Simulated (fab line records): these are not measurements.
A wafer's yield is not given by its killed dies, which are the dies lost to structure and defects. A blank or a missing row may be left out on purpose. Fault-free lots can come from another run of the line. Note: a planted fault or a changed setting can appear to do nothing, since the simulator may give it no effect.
Comparing a struck lot with a sound one ; flow gf180mcu ; 17 out of 602 route steps
Sound: these wafers, L208.2, L208.5, L208.6. Wafers L217.1, L217.5, L217.6 were the ones struck. The cause is named last.
Per side, at each step with rows, come the tool, then ch with its chambers, and then its first start. Under that, the readings that differ: sound wafers ; struck wafers ; difference of the means ; sigmas: that difference in standard deviations of wafers without a fault.
alike: words and numbers the same on both sides, and readings whose means are apart by under 2 such deviations; not compared: readings that were withheld, readings missing a value for some wafer, numbers with overlapping values and no deviation given by the record, and bounds like >300 which may hide the same value.
The two part at a step that has a row with sigmas, a row that says differs or no value, or rows on one side only. Numbers that don't overlap but have no deviation are shown without sigmas and don't part them. A reading that every wafer of one side lacks parts them only if that side has two wafers or more.

first, 3 steps without rows for these wafers: GF_V5_EXPOSE_11 (exposes mask Via5, target cd 260 nm); GF_V5_PEB_12 (peb time 90 s); GF_V5_DEVELOP_13 (develop time 60 s).
GF_V5_CD_MEAS_14: target cd 260 nm.
  struck on cdSem-02, day 30 19:14; sound on cdSem-02, day 27 16:25
  alike: cdNm
GF_V5_OVL_MEAS_15:
  struck on overlay-01, day 30 19:22; sound on overlay-02, day 27 16:32
  alike: V5_OVL
GF_V5_ETCH_16: etches BARC in N2/H2.
  sound on rieDiel-02 ch 0,2,3, day 27 16:34; struck on rieDiel-04 ch 0,1,3, day 30 19:24
  alike: drypumpMotorCurrentA, oesProductAu, throttleValvePct
GF_V5_ETCH_17: etches SiO2 in C4F8/O2/Ar, stops on TiN, target depth 855 nm.
  sound: rieDiel-02 ch 0,2,3; struck: rieDiel-04 ch 0,1,3
  alike: oesProductAu
GF_V5_STRIP_18: strips in O2/N2.
  sound on plasmaAsher-02 ch 0,1, day 27 16:43; struck on plasmaAsher-01 ch 0,1, day 30 19:33
  alike: drypumpMotorCurrentA, heaterPowerW, oesProductAu
  not compared: rfHoursCounterH
then, 2 steps without rows for these wafers: GF_V5_STRIP_19 (strips in post etch residue remover, time 1200 s); GF_V5_CLEAN_20 (cleans in DIW).
GF_V5_SPUTTER_21: material Ti, target thk 15 nm, time 80.02 s.
  struck on pvdSputter-03, day 30 20:06; sound on pvdSputter-01, day 27 17:14
  alike: throttleValvePct
then, 1 step without rows for these wafers: GF_V5_SPUTTER_22 (material TiN, target thk 10 nm, time 40 s).
GF_V5_CVD_23: deposits W, target thk 350 nm, time 104.9 s.
  sound on cvdW-01 ch 0,1, day 27 17:20; struck on cvdW-01 ch 0,1, day 30 20:12
reading;sound;struck;difference;sigmas
chamberPressureTorr (Torr);40.03 39.97 39.93;29.86 29.81 29.78;-10.16;-99 or more
model.W_of_V5_CVD_23.thkNm (nm);346.5 350.9 346.8;300.6 302.5 296.7;-48.1;
  alike: heaterPowerW
GF_V5_RS_MEAS_24: a four-point-probe measurement.
  struck on filmMetro-01, day 30 20:19; sound on filmMetro-02, day 27 17:29
reading;sound;struck;difference;sigmas
V5_W_RS (ohm/sq);0.3311 0.3270 0.3301;0.3819 0.3794 0.3865;+0.0532;+18
GF_V5_THK_MEAS_25: measures by xrf.
  struck on filmMetro-01, day 30 20:26; sound on filmMetro-02, day 27 17:35
reading;sound;struck;difference;sigmas
V5_W_THK (nm);350 356 353;303 303 298;-52;-12
GF_V5_CMP_26: polishes, stops on SiO2, t overpolish 15 s, target thk 0 nm.
  sound on cmp-02 ch 2,3, day 27 17:38; struck on cmp-02 ch 0,2,3, day 30 20:38
  alike: motorCurrentA, timeToEndpointS
GF_PASSIVATION_PROBE_99:
  the record holds rows for the sound wafers here (prober-02, day 29 12:30) but none for the struck ones

## WHERE THEY PART
First at GF_V5_CVD_23; last, within this record, at GF_PASSIVATION_PROBE_99.

WHY: what the simulator had put in
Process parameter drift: cvdW-01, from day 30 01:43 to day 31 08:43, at GF_V5_CVD_23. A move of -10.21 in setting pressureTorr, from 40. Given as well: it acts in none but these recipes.
